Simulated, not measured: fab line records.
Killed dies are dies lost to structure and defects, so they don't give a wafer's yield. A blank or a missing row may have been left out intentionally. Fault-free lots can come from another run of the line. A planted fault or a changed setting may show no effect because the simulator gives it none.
Problem report, 8D (eight disciplines) form, completed by code ; flow gf180mcu ; the parts of the form that need people (team, actions taken, sign-off) are left out

== 1. THE ISSUE ==
At GF_M3_SPUTTER_03, cathode_dc_power_W averages 2791.2 W over 6 wafers from 2 lots, while fault-free wafers read 3000.0 W, standard deviation 0.54. So: -99 or more standard deviations from the usual mean.
The step: material Ti, target thk 10 nm, time 6.7 s.
Earliest sighting: wafer L710.1 on pvd_sputter-02 at day 26 09:27. The record holds 36 wafers of 12 lots with a number at this step. By rule, "out" or "out of limits" means more than 4 standard deviations away from the usual mean. Any other wafer with a number is counted as sound.

== 2. WHAT IT IS AND WHAT IT IS NOT ==
question;is;is not
which readings at this step;cathode_dc_power_W;throttle_valve_pct
which lots;L710, L711;L696, L697, L699, L700, L702, L703, L709, L714, L715, L716
which wafers of those lots;all that have a number;-
read on which tools;pvd_sputter-02;pvd_sputter-01, pvd_sputter-04
when;from day 26 09:27;"up to then (21 sound wafers); but 9 sound wafers of L714, L715, L716 came after"

== 3. SUSPECTS, AND WHAT RULES EACH OUT ==
Counting: any tool at a process step up to the reading is kept as a suspect provided that every lot that is out went through it and no sound lot did after the first of them.
- cvd_w-02 at GF_V2_CVD_23 (deposits W, target thk 350 nm, time 104.94 s): ruled out as a lasting fault. Sound lots L714, L716 ran on it after its first lot that is out, L710 (day 26 08:42).
- cmp-01 at GF_V2_CMP_26 (polishes, stops on SiO2, t overpolish 15 s, target thk 0 nm): ruled out as a lasting fault. Sound lots L715 ran on it after its first lot that is out, L710 (day 26 08:59).
- pvd_sputter-02 at GF_M3_SPUTTER_03 (material Ti, target thk 10 nm, time 6.7 s): kept. It processed each lot that is out, first L710 at day 26 09:27, and no sound lot thereafter; up to then, the last sound lot it processed was L709 at day 25 18:49. On those wafers its own readings are out: cathode_dc_power_W.
The count leaves pvd_sputter-02 at GF_M3_SPUTTER_03.

== 4. THE CAUSE (what the simulator had put in) ==
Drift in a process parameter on pvd_sputter-02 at GF_M3_SPUTTER_03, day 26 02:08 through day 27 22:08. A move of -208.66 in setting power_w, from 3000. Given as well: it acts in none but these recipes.
The count eliminated every tool but this one.

== 5. THE CHAIN OF EFFECTS, in route order ==
Rows list readings where the struck wafers' mean (over those with a number) sits beyond 3 standard deviations from the usual. Scope: only readings with a usual standard deviation given in the record; hours: median across lots of the time from each lot's start at the first step in this table that gives one to its start at this step; sigmas: change in usual standard deviations.
hours;step;reading;usual;on struck wafers;change;sigmas
0;GF_M3_SPUTTER_03;cathode_dc_power_W;3000.0 W;2791.2;-208.8;-99 or more
It contains these process steps:
- GF_M3_SPUTTER_03: material Ti, target thk 10 nm, time 6.7 s.

== 6. WHAT WOULD HAVE CAUGHT IT SOONER ==
First out-of-limits reading in this record: day 26 09:27, which is 7 hours after fault onset at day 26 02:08.
